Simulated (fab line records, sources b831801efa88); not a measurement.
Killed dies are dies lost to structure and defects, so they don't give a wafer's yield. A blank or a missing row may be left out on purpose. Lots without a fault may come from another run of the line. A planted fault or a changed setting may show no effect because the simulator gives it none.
fab line records | flow sfq_line
record lots=14 wafers=42 last_day=81
route steps=325 shown L0V@23 I1@73 JJ@196 C5@246
lots that met no fault: from a run of the same line without faults
start_h: hours from the record's first day to the start of the lot's first wafer shown | wait_h: hours since the lot's step before | " the same as in the row above | L1.1+2: a row that stands for several wafers | - no value, or no start given | * or withheld: withheld | < > ~ a bound
route shown NAME@n: a module of which the file shows steps, and the number in the route of the first | usual: mean/standard deviation of fault-free wafers | same: alike in all rows | chamber/n: place in a boat | sites: the reading at each site | _std_site: their standard deviation | _edge_site: outer sites' mean less inner sites' | radius_mm: how far each site lies from the wafer's centre | mask NAME#n: copy n | behind: the tool/chamber that last shaped the wafer | hold: why the lot was held/for how many hours/how that ended | device: the transistor (n, p or np) that didn't switch | end of line: the same wafers' tests at the end of the route | a step without rows: its recipe alone | killed: dies lost to structure and defects at the first sort, not the wafer's yield | map: a wafer's dies, x killed, . not, _ none there
set.NAME: the setting as run; set.NAME@STEP: as run at that earlier step | model.NAME: the simulator's own value behind a step, which no gauge read
steps of the route over a sample of lots; a table a step, a row a wafer
services: from which hour (start_h, from the record's first day; less than 0 if before it) a tool's chamber was out of use, for how many hours, and why
## steps
# step SFQ_L0V_OVL_MEAS_903
# usual L0V_OVL=-3/5.3
# columns lot.wafer tool chamber start_h wait_h L0V_OVL[nm]
L862.1 overlay-02 - 97.52 0.1 -8
L862.2 " - " " -12
L862.3 " - " " -4
L863.2 overlay-01 - 101.13 0.1 6
L863.4 " - " " 1
L863.6 " - " " -1
L865.1 overlay-02 - 114.32 0.1 -7
L865.2 " - " " -13
L865.6 " - " " -9
L866.4 overlay-02 - 122.74 0.1 -4
L866.5 " - " " -11
L866.6 " - " " -5
L867.3 overlay-01 - 128.73 0.1 0
L867.4 " - " " -2
L867.6 " - " " 0
L868.2 overlay-02 - 133.53 0.1 -4
L868.3 " - " " 5
L868.6 " - " " -6
L869.2 overlay-02 - 138.33 0.1 -13
L869.3 " - " " -5
L869.4 " - " " -6
L870.4 overlay-01 - 149.87 0.1 -6
L870.5 " - " " -4
L870.6 " - " " -5
L872.2 overlay-01 - 199.63 0.1 -3
L872.5 " - " " 1
L872.6 " - " " -3
L873.1 overlay-02 - 205.62 0.1 -6
L873.3 " - " " -7
L873.4 " - " " -3
L874.3 overlay-02 - 211.63 0.1 -13
L874.4 " - " " -6
L874.5 " - " " -2
L875.2 overlay-02 - 218.83 0.1 -6
L875.4 " - " " -9
L875.5 " - " " -2
L878.3 overlay-02 - 232.03 0.1 0
L878.5 " - " " -6
L878.6 " - " " 0
L879.1 overlay-02 - 236.82 0.1 -4
L879.2 " - " " -10
L879.3 " - " " -6
# step SFQ_TRILAYER_I1_DEP_PECVD_045
# recipe material=SiO2 temp_c=150 time_s=111.11 pressure_torr=2.4 rf_w=183.3 precursor=SiH4/N2O target_thk_nm=500
# usual heater_power_outer_w=32/11 heater_power_w=83/18 rf_fwd_power_W=182.3/0.65 showerhead_vpp_V=833/48 throttle_valve_pct=25.8/1.1
# columns lot.wafer tool chamber start_h wait_h heater_power_outer_w heater_power_w rf_fwd_power_W showerhead_vpp_V throttle_valve_pct
L862.1 pecvd-04 2 348.54 0.0 53 109 181.7 819 26.4
L862.2 " 0 " " 36 92 182.4 792 27.6
L862.3 " 1 " " 37 88 182.2 822 26.1
L863.2 pecvd-04 0 357.04 0.0 28 83 180.8 796 27.3
L863.4 " 2 " " 42 102 182.0 842 26.3
L863.6 " 0 " " 32 89 182.7 789 27.3
L865.1 pecvd-04 0 368.84 0.0 35 95 182.0 783 27.3
L865.2 " 1 " " 37 88 182.8 836 26.0
L865.6 " 2 " " 54 117 181.4 826 26.2
L866.4 pecvd-01 0 378.52 0.0 21 66 182.3 802 24.2
L866.5 " 1 " " 25 70 183.9 943 25.9
L866.6 " 2 " " 34 93 182.3 784 24.8
L867.3 pecvd-03 0 383.28 0.0 46 97 183.5 808 23.5
L867.4 " 2 " " 18 57 183.3 904 24.9
L867.6 " 1 " " 25 71 183.3 843 24.6
L868.2 pecvd-01 0 413.56 0.0 22 69 181.5 785 24.3
L868.3 " 2 " " 36 100 181.4 796 25.0
L868.6 " 2 " " 38 101 182.0 800 25.0
L869.2 pecvd-03 0 418.36 0.0 42 92 182.3 815 23.4
L869.3 " 2 " " 10 46 182.3 887 25.1
L869.4 " 0 " " 44 91 182.6 823 23.5
L870.4 pecvd-04 0 428.00 0.0 37 101 182.0 790 27.6
L870.5 " 2 " " 51 111 181.6 837 26.8
L870.6 " 1 " " 27 73 183.2 832 26.1
L872.2 pecvd-04 1 479.56 0.0 31 79 182.5 829 26.4
L872.5 " 0 " " 30 87 181.2 784 27.9
L872.6 " 1 " " 34 84 182.9 844 26.4
L873.1 pecvd-03 2 491.56 0.0 11 47 182.1 877 25.2
L873.3 " 0 " " 36 84 183.0 805 23.7
L873.4 " 1 " " 25 72 181.8 843 24.6
L874.3 pecvd-01 2 505.96 0.0 33 95 182.6 795 25.4
L874.4 " 1 " " 22 62 183.4 940 26.3
L874.5 " 2 " " 36 102 182.5 788 25.4
L875.2 pecvd-01 0 514.38 0.0 23 69 182.8 795 25.0
L875.4 " 0 " " 24 71 182.5 801 24.6
L875.5 " 2 " " 31 95 183.3 777 25.4
L878.3 pecvd-01 1 568.72 0.0 14 52 212.3 1005 26.7
L878.5 " 1 " " 16 56 212.4 1007 26.6
L878.6 " 2 " " 25 86 211.3 846 25.5
L879.1 pecvd-01 2 576.16 0.0 30 92 211.6 859 25.7
L879.2 " 0 " " 12 53 211.8 850 25.1
L879.3 " 1 " " 17 57 210.9 1021 26.5
# step SFQ_TRILAYER_I1_CMP_CMP_046
# recipe material=SiO2 down_force_psi=3 platen_rpm=60 pad_velocity_m_s=0.94248
# usual motor_current_A=10.7/1 platen_rpm=60.00/0.04 time_to_endpoint_s=215/6.1
# columns lot.wafer tool chamber start_h wait_h motor_current_A platen_rpm time_to_endpoint_s
L862.1 cmp-02 3 361.32 12.7 9.5 59.97 206
L862.3 " 0 " " 10.2 59.99 211
L862.2 " 1 " " 11.8 59.95 212
L863.4 cmp-02 1 369.82 12.7 11.3 60.00 214
L863.2 " 0 371.32 14.2 10.3 59.97 210
L863.6 " 1 " " 11.0 60.08 220
L865.1 cmp-02 1 382.32 13.4 10.6 60.01 205
L865.2 " 2 " " 9.5 59.97 214
L865.6 " 0 383.82 14.9 9.8 60.03 214
L866.4 cmp-01 3 386.35 7.8 11.6 60.02 210
L866.5 " 0 " " 11.8 60.04 210
L866.6 " 1 " " 12.4 59.98 211
L867.4 cmp-01 3 388.35 5.0 11.6 59.96 219
L867.3 " 1 389.35 6.0 12.2 60.03 210
L867.6 " 3 390.35 7.0 11.4 60.04 218
L868.3 cmp-01 0 413.64 0.0 11.3 59.90 215
L868.2 " 3 415.14 1.5 11.6 59.95 208
L868.6 " 1 416.14 2.5 11.6 60.02 213
L869.4 cmp-01 3 418.44 0.0 12.2 59.96 214
L869.3 " 0 " " 12.1 60.02 209
L869.2 " 1 " " 11.5 60.07 205
L870.4 cmp-01 3 430.09 2.1 11.5 59.91 222
L870.6 " 0 " " 11.8 60.03 225
L870.5 " 1 " " 11.9 60.05 227
L872.2 cmp-01 2 482.03 2.4 10.3 60.01 210
L872.5 " 1 483.53 3.9 11.6 60.05 213
L872.6 " 2 " " 9.5 59.96 219
L873.3 cmp-02 3 501.31 9.7 9.9 60.02 205
L873.4 " 0 " " 9.3 59.99 218
L873.1 " 1 " " 11.0 59.97 206
L874.4 cmp-02 3 510.79 4.7 9.4 59.97 230
L874.3 " 1 511.79 5.8 11.3 59.94 223
L874.5 " 2 " " 9.4 60.00 216
L875.4 cmp-01 2 518.77 4.3 9.5 59.97 220
L875.2 " 0 519.77 5.3 11.2 59.97 219
L875.5 " 3 521.27 6.8 11.3 60.04 224
L878.3 cmp-01 2 570.59 1.8 9.4 59.98 228
L878.6 " 3 " " 11.6 60.03 239
L878.5 " 0 " " 12.0 59.94 238
L879.3 cmp-01 3 576.24 0.0 11.2 59.99 226
L879.1 " 1 577.24 1.0 11.7 60.01 227
L879.2 " 2 " " 9.9 59.98 232
# step SFQ_TRILAYER_JJ_CE_STRIP_STRIP_120
# recipe gas=O2 power_w=200 platen_temp_c=40 overash_fraction=0.65 chemistry=O2 pressure_mtorr=50
# usual drypump_motor_current_A=5.8/0.6 he_backside_leak_sccm=3.59/0.21 oes_product_au=1.002/0.0087 platen_temp_c=40.01/0.1
# columns lot.wafer tool chamber start_h wait_h drypump_motor_current_A he_backside_leak_sccm oes_product_au platen_temp_c rf_hours_counter_h
L862.1 rie_metal-04 0 1255.71 0.0 5.2 3.61 1.014 40.07 37
L862.2 " 1 " " 5.0 3.73 1.012 39.89 105
L862.3 " 0 " " 5.3 3.59 1.014 40.05 -
L863.2 rie_metal-04 1 1256.91 0.0 5.0 3.66 1.006 40.15 106
L863.4 " 1 " " 5.0 3.49 1.002 40.01 -
L863.6 " 0 " " 5.2 3.76 1.016 40.04 -
L865.1 rie_metal-01 1 1273.91 0.0 5.5 3.60 1.001 39.83 121
L865.2 " 0 " " 6.1 3.64 1.005 39.96 34
L865.6 " 1 " " 5.5 3.64 1.001 40.07 -
L866.4 rie_metal-04 1 1276.51 0.2 5.0 3.44 1.003 39.84 -
L866.5 " 1 " " 5.0 3.52 1.005 39.82 -
L866.6 " 0 " " 5.2 3.51 1.005 39.93 -
L867.3 rie_metal-01 1 1277.71 0.2 5.5 3.48 0.986 40.12 -
L867.4 " 0 " " 6.1 3.54 0.992 39.96 -
L867.6 " 1 " " 5.5 3.57 0.994 40.08 -
L868.2 rie_metal-02 0 1279.91 0.2 6.4 3.53 0.996 40.12 -
L868.3 " 0 " " 6.4 3.50 0.999 40.10 -
L868.6 " 0 " " 6.4 3.54 1.003 40.10 -
L869.2 rie_metal-04 1 1280.91 0.0 5.0 3.51 1.003 40.16 109
L869.3 " 1 " " 5.0 3.56 1.006 39.98 -
L869.4 " 0 " " 5.2 3.61 1.011 39.96 -
L870.4 rie_metal-04 0 1284.71 0.2 5.2 3.73 1.007 39.99 -
L870.5 " 1 " " 5.0 3.59 1.015 40.07 -
L870.6 " 0 " " 5.2 3.72 1.020 39.93 -
L872.2 rie_metal-02 0 1294.31 0.2 6.4 3.46 1.001 39.89 -
L872.5 " 0 " " 6.4 3.52 1.013 40.04 -
L872.6 " 0 " " 6.4 3.48 1.002 40.00 -
L873.1 rie_metal-02 0 1345.91 0.0 6.4 3.49 0.991 39.89 36
L873.3 " 0 " " 6.4 3.39 0.988 39.74 -
L873.4 " 0 " " 6.4 3.44 0.989 39.92 -
L874.3 rie_metal-02 0 1353.97 0.4 6.4 3.62 0.993 39.98 -
L874.4 " 0 " " 6.4 3.35 0.983 39.85 -
L874.5 " 0 " " 6.4 3.37 0.994 40.05 -
L875.2 rie_metal-01 0 1356.22 0.2 6.1 3.87 0.994 40.10 -
L875.4 " 0 " " 6.1 3.67 0.993 40.06 -
L875.5 " 0 " " 6.1 3.47 1.000 40.12 -
L878.3 rie_metal-02 0 1424.90 0.4 6.4 3.51 1.006 39.91 -
L878.5 " 0 " " 6.4 3.52 1.000 40.04 -
L878.6 " 0 " " 6.4 3.47 1.004 39.96 -
L879.1 rie_metal-02 0 1429.30 0.0 6.5 3.44 1.009 40.02 53
L879.2 " 0 " " 6.4 3.54 1.000 40.17 -
L879.3 " 0 " " 6.5 3.62 1.008 40.04 -
# step SFQ_C5_OVL_MEAS_937
# usual C5_OVL=-3/6.2
# columns lot.wafer tool chamber start_h wait_h C5_OVL[nm]
L862.1 overlay-02 - 1448.12 0.1 0
L862.2 " - " " -2
L862.3 " - " " -2
L863.2 overlay-02 - 1452.92 0.1 -9
L863.4 " - " " -9
L863.6 " - " " -14
L865.1 overlay-02 - 1596.93 0.1 -8
L865.2 " - " " -9
L865.6 " - " " -11
L866.4 overlay-02 - 1599.35 0.1 -7
L866.5 " - " " -2
L866.6 " - " " -4
L867.3 overlay-01 - 1600.54 0.1 -15
L867.4 " - " " -1
L867.6 " - " " -11
L868.2 overlay-01 - 1605.34 0.1 -8
L868.3 " - " " 3
L868.6 " - " " -4
L869.2 overlay-01 - 1606.54 0.1 9
L869.3 " - " " -1
L869.4 " - " " 5
L870.4 overlay-01 - 1617.77 0.1 -10
L870.5 " - " " -16
L870.6 " - " " 0
L872.2 overlay-01 - 1632.16 0.1 -3
L872.5 " - " " 3
L872.6 " - " " -3
L873.1 overlay-01 - 1665.77 0.1 0
L873.3 " - " " 0
L873.4 " - " " 0
L874.3 overlay-01 - 1671.78 0.1 -6
L874.4 " - " " -11
L874.5 " - " " 2
L875.2 overlay-01 - 1676.21 0.1 -2
L875.4 " - " " 3
L875.5 " - " " 0
L878.3 overlay-02 - 1682.21 0.1 2
L878.5 " - " " 2
L878.6 " - " " 8
L879.1 overlay-02 - 1683.40 0.1 1
L879.2 " - " " 0
L879.3 " - " " -3
## services
# columns tool chamber start_h hours kind
cmp-01 - 408.79 4.0 pm
cmp-01 - 449.56 0.3 repair
cmp-01 - 461.20 2.3 repair
cmp-01 - 499.22 0.5 repair
cmp-01 - 567.19 0.6 repair
cmp-01 - 575.63 0.4 repair
cmp-01 - 611.76 2.2 pm
cmp-01 - 640.86 1.8 repair
cmp-01 - 664.61 3.9 pm
cmp-01 - 677.66 0.3 repair
cmp-01 - 745.68 12.0 pm
cmp-01 - 757.72 4.0 pm
cmp-01 - 794.45 3.8 repair
cmp-01 - 833.06 0.6 repair
cmp-01 - 910.18 1.0 repair
cmp-01 - 964.94 1.3 repair
cmp-01 - 982.24 4.2 pm
cmp-01 - 989.35 14.4 repair
cmp-01 - 992.38 3.0 repair
cmp-01 - 1036.48 2.3 repair
cmp-01 - 1041.32 1.5 repair
cmp-01 - 1046.38 2.7 repair
cmp-01 - 1075.88 0.9 repair
cmp-01 - 1078.70 1.4 repair
## key
first_sign step=SFQ_TRILAYER_I1_DEP_PECVD_045 reading=rf_fwd_power_W direction=up sigmas=46 usual=182.3 struck=211.7
effect step=SFQ_TRILAYER_I1_DEP_PECVD_045 reading=showerhead_vpp_V direction=up sigmas=2 usual=833 struck=931
effect step=SFQ_TRILAYER_I1_CMP_CMP_046 reading=time_to_endpoint_s direction=up sigmas=2.7 usual=* struck=*
met_at SFQ_TRILAYER_I1_DEP_PECVD_045
struck_lots L878,L879
not_acting_at SFQ_L0V_OVL_MEAS_903,SFQ_TRILAYER_JJ_CE_STRIP_STRIP_120,SFQ_C5_OVL_MEAS_937
onset_between 514.38 568.72
fault kind=process_parameter_drift tool=pecvd-01 chamber=- onset_h=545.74 steps=SFQ_TRILAYER_I1_DEP_PECVD_045 channel=rf_w offset=29.328 shape=step end_h=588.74 acts_in=these_recipes_only stated=183.3
